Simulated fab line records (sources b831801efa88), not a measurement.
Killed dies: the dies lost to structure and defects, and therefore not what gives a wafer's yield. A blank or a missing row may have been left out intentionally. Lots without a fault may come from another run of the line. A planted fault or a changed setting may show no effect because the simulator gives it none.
A struck lot beside a sound one    flow sfq line    42 out of 325 route steps
Sound: wafers L613.2, L613.3, L613.4. Struck: wafers L605.1, L605.5 (left out: L605.6, a lot-mate that was not struck); the cause follows at the end.
Each step with rows lists, per side, the tool, then ch with its chambers, then its first start. Under that, the readings that differ: sound wafers    struck wafers    difference of the means    sigmas: that difference in standard deviations of wafers without a fault.
alike: readings whose means differ by less than 2 such deviations, and words and numbers that are the same on both sides. not compared: withheld readings, readings that some wafer has no value for, bounds like >300 that may hide the same value, and numbers for which the record gives no deviation and whose values overlap.
The two part at a step that has a row with sigmas, a row that says differs or no value, or rows on one side only. Numbers that don't overlap but have no deviation are shown without sigmas and don't part them. Lack of a reading on every wafer of one side parts them only where that side has two or more wafers.

first, 6 steps without rows for these wafers: SFQ_TRILAYER_M0_LITHO_COAT_026 (resist thk 62 nm); SFQ_TRILAYER_M0_LITHO_COAT_021 (resist thk 600 nm); SFQ_TRILAYER_M0_LITHO_SOFTBAKE_025; SFQ_TRILAYER_M0_LITHO_EXPOSE_022 (exposes mask M0, target cd 500 nm); SFQ_TRILAYER_M0_LITHO_PEB_024 (peb time 60 s); SFQ_TRILAYER_M0_LITHO_DEVELOP_023 (time 60 s).
SFQ_M0_OVL_MEAS_906:
  struck on overlay-01, day 7 18:29; sound on overlay-01, day 11 07:56
reading      sound  struck  difference  sigmas
M0_OVL (nm)  0 4 4  -7 -8   -10         -2
then, 2 steps without rows for these wafers: SFQ_TRILAYER_M0_BARC_OPEN_METAL_ETCH_031 (etches BARC in O2, target depth 125 nm, time 41.7 s); SFQ_TRILAYER_M0_ETCH_METAL_ETCH_024 (etches Nb in Cl2/Ar, stops on SiO2, target depth 240 nm, time 120 s).
SFQ_TRILAYER_M0_STRIP_STRIP_025: strips in O2.
  sound on rie metal-04 ch 0,1, day 11 08:08; struck on rie metal-03 ch 0,1, day 7 18:43
  alike: drypump motor current A, oes product au
  not compared: rf hours counter h
then, 1 step without rows for these wafers: SFQ_TRILAYER_M0_STRIP_SOLV_CLEAN_026 (cleans in NMP, time 600 s).
SFQ_TRILAYER_I0_DEP_PECVD_027: deposits SiO2 from SiH4/N2O, time 111.11 s, target thk 500 nm.
  sound on pecvd-02 ch 0,2, day 11 08:55; struck on pecvd-01 ch 0,2, day 7 19:31
  alike: heater power w, throttle valve pct
  not compared: since wet clean h
SFQ_TRILAYER_I0_CMP_CMP_028: polishes SiO2.
  sound on cmp-02 ch 0,1,2, day 11 13:51; struck on cmp-01 ch 2,3, day 7 20:05
reading                                              sound              struck       difference  sigmas
time to endpoint s (s)                               212 214 217        179 174      -38         -6
model.SiO2_of_TRILAYER_I0_DEP_PECVD_027.thk nm (nm)  201.3 201.8 200.4  249.1 249.7  +48.2       
  alike: edge zone pressure frac, motor current A
SFQ_I0_BOW_MEAS_907:
  struck on film metro-02, day 7 23:54; sound on film metro-01, day 11 16:52
reading      sound    struck  difference                     sigmas
I0_BOW (um)  -8 7 -3  - -     no value on the struck wafers  
SFQ_TRILAYER_I0_METRO_MEASURE_029:
  struck on film metro-02, day 8 06:15; sound on film metro-01, day 11 17:10
reading      sound              struck       difference  sigmas
thk nm (nm)  201.2 202.0 200.4  249.3 249.6  +48.2       +44
then, 6 steps without rows for these wafers: SFQ_TRILAYER_I0_VIA_LITHO_COAT_036 (resist thk 62 nm); SFQ_TRILAYER_I0_VIA_LITHO_COAT_031 (resist thk 650 nm); SFQ_TRILAYER_I0_VIA_LITHO_SOFTBAKE_035; SFQ_TRILAYER_I0_VIA_LITHO_EXPOSE_032 (exposes mask I0, target cd 500 nm); SFQ_TRILAYER_I0_VIA_LITHO_PEB_034 (peb time 60 s); SFQ_TRILAYER_I0_VIA_LITHO_DEVELOP_033 (time 60 s).
-- the record jumps here: 4 days lie between the struck wafers' starts before and after --
SFQ_I0_OVL_MEAS_908:
  struck on overlay-01, day 12 16:46; sound on overlay-02, day 16 06:39
reading      sound   struck  difference  sigmas
I0_OVL (nm)  2 9 10  -7 1    -10         -2
SFQ_TRILAYER_I0_VIA_BARC_OPEN_VIA_ETCH_046: etches BARC in O2, target depth 125 nm, time 41.7 s.
  sound on rie diel-01 ch 0,1, day 16 06:41; struck on rie diel-01 ch 1,2, day 12 16:49
  alike: drypump motor current A, oes product au
  not compared: rf hours counter h
SFQ_TRILAYER_I0_VIA_ETCH_VIA_ETCH_034: etches SiO2 in CHF3, stops on Nb, target depth 260 nm.
  sound on rie diel-01 ch 0,1, day 16 06:43; struck on rie diel-01 ch 1,2, day 12 16:51
reading                         sound              struck       difference  sigmas
oes product au (a.u.)           0.854 0.861 0.854  0.965 0.974  +0.113      +21
model.etch.depth nm (nm)        201.3 201.8 200.4  249.1 249.7  +48.2       
model.I0.feature depth nm (nm)  201.3 201.8 200.4  249.1 249.7  +48.2       
  alike: drypump motor current A
then, 2 steps without rows for these wafers: SFQ_TRILAYER_I0_VIA_STRIP_STRIP_035 (strips in O2); SFQ_TRILAYER_I0_VIA_STRIP_SOLV_CLEAN_036 (cleans in NMP, time 600 s).
SFQ_TRILAYER_M1_DEP_PRE_CLEAN_038: time 22.5 s.
  struck on pvd sputter-03, day 12 17:44; sound on pvd sputter-03, day 16 07:37
reading                                              sound              struck       difference  sigmas
model.SiO2_of_TRILAYER_I0_DEP_PECVD_027.thk nm (nm)  193.8 194.3 192.9  241.6 242.2  +48.2       
then, 1 step without rows for these wafers: SFQ_TRILAYER_M1_DEP_SPUTTER_037 (material Nb, target thk 200 nm, time 133.3 s).
SFQ_M1_RS_MEAS_909: measurement is done with a four-point probe.
  struck on film metro-02, day 12 17:51; sound on film metro-02, day 16 07:45
reading            sound              struck       difference  sigmas
M1_NB_RS (ohm/sq)  0.898 0.894 0.896  0.876 0.874  -0.021      -2
then, 6 steps without rows for these wafers: SFQ_TRILAYER_M1_LITHO_COAT_044 (resist thk 62 nm); SFQ_TRILAYER_M1_LITHO_COAT_039 (resist thk 600 nm); SFQ_TRILAYER_M1_LITHO_SOFTBAKE_043; SFQ_TRILAYER_M1_LITHO_EXPOSE_040 (exposes mask M1, target cd 500 nm); SFQ_TRILAYER_M1_LITHO_PEB_042 (peb time 60 s); SFQ_TRILAYER_M1_LITHO_DEVELOP_041 (time 60 s).
-- the record jumps here: 6 days lie between the struck wafers' starts before and after --
SFQ_M1_OVL_MEAS_911:
  struck on overlay-02, day 18 09:22; sound on overlay-01, day 22 21:22
  alike: M1_OVL
SFQ_TRILAYER_M1_BARC_OPEN_METAL_ETCH_054: etches BARC in O2, target depth 125 nm, time 41.7 s.
  sound on rie metal-01 ch 0,1, day 22 21:24; struck on rie metal-01 ch 0,1, day 18 09:24
  alike: drypump motor current A, oes product au
  not compared: rf hours counter h
then, 1 step without rows for these wafers: SFQ_TRILAYER_M1_ETCH_METAL_ETCH_042 (etches Nb in Cl2/Ar, stops on SiO2, target depth 240 nm, time 120 s).
SFQ_TRILAYER_M1_STRIP_STRIP_043: strips in O2.
  sound on rie metal-01 ch 0,1, day 22 21:35; struck on rie metal-01 ch 0,1, day 18 09:35
  alike: drypump motor current A, oes product au
  not compared: rf hours counter h
then, 2 steps without rows for these wafers: SFQ_TRILAYER_M1_STRIP_SOLV_CLEAN_044 (cleans in NMP, time 600 s); SFQ_TRILAYER_I1_DEP_PECVD_045 (deposits SiO2 from SiH4/N2O, time 111.11 s, target thk 500 nm).
-- the record jumps here: 59 days lie between the struck wafers' starts before and after --
SFQ_M8_BOW_MEAS_951:
  struck on film metro-02, day 77 09:58; sound on film metro-01, day 81 05:56
reading                  sound              struck       difference  sigmas
model.etest.i0.link ohm  1.966 1.968 1.968  1.984 1.984  +0.017      
  alike: M8_BOW

## WHERE THEY PART
Earliest at SFQ_M0_OVL_MEAS_906; latest, in this record, at SFQ_M1_RS_MEAS_909. Later steps at which nothing parts them and some readings are alike: SFQ_M1_OVL_MEAS_911, SFQ_TRILAYER_M1_BARC_OPEN_METAL_ETCH_054, SFQ_TRILAYER_M1_STRIP_STRIP_043, SFQ_M8_BOW_MEAS_951.

WHY: what had been put in by the simulator
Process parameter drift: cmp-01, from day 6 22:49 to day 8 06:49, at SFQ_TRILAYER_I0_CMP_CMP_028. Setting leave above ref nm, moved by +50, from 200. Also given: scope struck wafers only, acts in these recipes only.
